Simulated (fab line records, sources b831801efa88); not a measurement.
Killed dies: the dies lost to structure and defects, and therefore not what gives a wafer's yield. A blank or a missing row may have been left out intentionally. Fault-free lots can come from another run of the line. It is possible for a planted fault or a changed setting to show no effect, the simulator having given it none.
Which tool is to blame? + flow sky130 + Sampling: 11 lots, 31 wafers, 3 of 708 route steps

WHAT THE GAUGES READ, wafer by wafer
SKY_CONTACT_RS_MEAS_25: the measuring method here is four-point-probe.
| lot  | measured     | on            | CONTACT_W_RS (ohm/sq)   |
|------|--------------|---------------|-------------------------|
| L702 | day 31 21:41 | film metro-02 | 0.335 0.331 0.333       |
| L703 | day 32 08:15 | film metro-02 | 0.336 0.334 0.335       |
| L704 | day 32 13:22 | film metro-04 | 0.340 0.341 0.340       |
| L705 | day 33 04:03 | film metro-02 | 0.332 0.336 0.333       |
| L706 | day 33 08:14 | film metro-02 | 0.338 0.341 0.339       |
| L710 | day 34 10:55 | film metro-02 | 0.334 0.333 0.334       |
| L712 | day 35 05:12 | film metro-01 | 0.544 0.335 0.546 0.334 |
| L713 | day 35 15:34 | film metro-02 | 0.337 0.546 0.337 0.547 |
| L721 | day 37 18:57 | film metro-01 | 0.339 0.341 0.339       |
| L722 | day 38 03:10 | film metro-04 | 0.337 0.337 0.339       |
| L724 | day 38 19:59 | film metro-04 | 0.334 0.339 0.333       |

WHAT TOOL EACH LOT RAN ON (gives the tool, then ch and the chambers of the sampled wafers, and finally the start)
| lot  | SKY_LI_CONTACT_CMP_24         | SKY_CONTACT_CVD_24            |
|------|-------------------------------|-------------------------------|
| L702 | cmp-02 ch 0,2,3, day 29 11:19 | cvd w-02 ch 0, day 31 21:30   |
| L703 | cmp-01 ch 0,1,3, day 29 21:46 | cvd w-02 ch 0, day 32 08:02   |
| L704 | cmp-02 ch 0,1, day 30 04:20   | cvd w-01 ch 0,1, day 32 13:16 |
| L705 | cmp-01 ch 0,2,3, day 30 18:44 | cvd w-01 ch 0,1, day 33 03:56 |
| L706 | cmp-02 ch 0,1,2, day 30 23:56 | cvd w-02 ch 0,1, day 33 08:08 |
| L710 | cmp-02 ch 1,2,3, day 32 04:22 | cvd w-02 ch 0, day 34 10:48   |
| L712 | cmp-02 ch 1,2, day 32 21:56   | cvd w-02 ch 0,1, day 35 05:05 |
| L713 | cmp-02 ch 1,2, day 33 07:28   | cvd w-02 ch 0,1, day 35 15:28 |
| L721 | cmp-02 ch 0,2, day 35 11:11   | cvd w-01 ch 0,1, day 37 18:50 |
| L722 | cmp-01 ch 1,2,3, day 35 19:26 | cvd w-01 ch 0,1, day 38 03:02 |
| L724 | cmp-01 ch 2,3, day 36 14:29   | cvd w-02 ch 0,1, day 38 19:52 |
- SKY_LI_CONTACT_CMP_24: polishes, stops on PSG, t overpolish 20 s, target thk 0 nm.
- SKY_CONTACT_CVD_24: deposits W, target thk 340 nm, time 102.12 s.

THE ANSWER, worked out from the rows above alone
Rule: what is usual is taken from the lots themselves. Put in order of their means at a reading, lots are off if they are a third of the lots or fewer, leave a main group of 4 or more, and stand apart from it by a gap of 3 or more times the standard deviation of the main group's means; of several such gaps the widest counts. A main group is skipped when, at the precision printed for the reading in the tables above, its means are all equal. Also off: a lot with no number at a reading for which 4 or more lots have one. The other lots that the step has rows for count as sound.
Off: L712, L713, seen at SKY_CONTACT_RS_MEAS_25 (CONTACT_W_RS). The main group: mean 0.336 ohm/sq, standard deviation 0.0027.
A tool fits if, at a process step before that reading, it ran every lot that is off, and no sound lot after the first of them. Those tools and the gauges at SKY_CONTACT_RS_MEAS_25 are tried in the same way. No candidate that was tried fits.

WHAT WAS PUT IN BY THE SIMULATOR
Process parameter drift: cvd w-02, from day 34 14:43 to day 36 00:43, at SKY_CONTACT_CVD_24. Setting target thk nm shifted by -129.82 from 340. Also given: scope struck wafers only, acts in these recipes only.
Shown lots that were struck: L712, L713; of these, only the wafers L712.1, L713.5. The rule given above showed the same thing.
